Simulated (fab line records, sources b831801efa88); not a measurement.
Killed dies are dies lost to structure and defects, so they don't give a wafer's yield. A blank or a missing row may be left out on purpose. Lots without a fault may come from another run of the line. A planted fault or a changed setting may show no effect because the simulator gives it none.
Which tool did it? | flow gf180mcu | 7 lots, 21 wafers sampled, at 3 steps of a route of 602

WHAT THE GAUGES READ, wafer by wafer
GF_V3_THK_MEAS_25: measures by xrf.
lot  | measured     | on            | V3_W_THK (nm)
L371 | day 23 08:41 | film_metro-01 | 332 342 337
L375 | day 24 16:55 | film_metro-01 | 342 333 336
L376 | day 25 03:32 | film_metro-04 | 326 329 325
L379 | day 25 18:17 | film_metro-03 | 344 344 346
L381 | day 26 05:08 | film_metro-01 | 344 344 342
L389 | day 28 11:17 | film_metro-03 | 350 353 351
L391 | day 29 04:46 | film_metro-03 | 341 337 341

WHICH TOOL RAN EACH LOT (tool, then ch and the chambers of the sampled wafers, then the start)
lot  | GF_V3_ETCH_16                      | GF_V3_CVD_23
L371 | rie_diel-01 ch 1,2,3, day 23 07:40 | cvd_w-02 ch 0,1, day 23 08:28
L375 | rie_diel-01 ch 0,1,3, day 24 15:52 | cvd_w-01 ch 0,1, day 24 16:41
L376 | rie_diel-01 ch 0,2,3, day 25 02:28 | cvd_w-02 ch 0,1, day 25 03:19
L379 | rie_diel-03 ch 0,2,3, day 25 17:16 | cvd_w-01 ch 0, day 25 18:02
L381 | rie_diel-04 ch 0,2, day 26 04:01   | cvd_w-01 ch 0,1, day 26 04:55
L389 | rie_diel-03 ch 0,2, day 28 09:49   | cvd_w-02 ch 0,1, day 28 11:04
L391 | rie_diel-04 ch 1,2,3, day 29 03:46 | cvd_w-01 ch 1, day 29 04:32
- GF_V3_ETCH_16: etches BARC in N2/H2.
- GF_V3_CVD_23: deposits W, target thk 350 nm, time 104.9 s.

THE ANSWER, worked out from the rows above alone
Rule: what is usual is taken from the lots themselves. Put in order of their means at a reading, lots are off if they are a third of the lots or fewer, leave a main group of 4 or more, and stand apart from it by a gap of 3 or more times the standard deviation of the main group's means; of several such gaps the widest counts. A main group whose means are all the same, to the digits that the tables above print for the reading, isn't used. A lot without any number at a reading at which 4 lots or more have one is off too. The other lots that the step has rows for count as sound.
No lot is off at any reading shown: from this, nothing can be told.

WHAT THE SIMULATOR HAD PUT IN
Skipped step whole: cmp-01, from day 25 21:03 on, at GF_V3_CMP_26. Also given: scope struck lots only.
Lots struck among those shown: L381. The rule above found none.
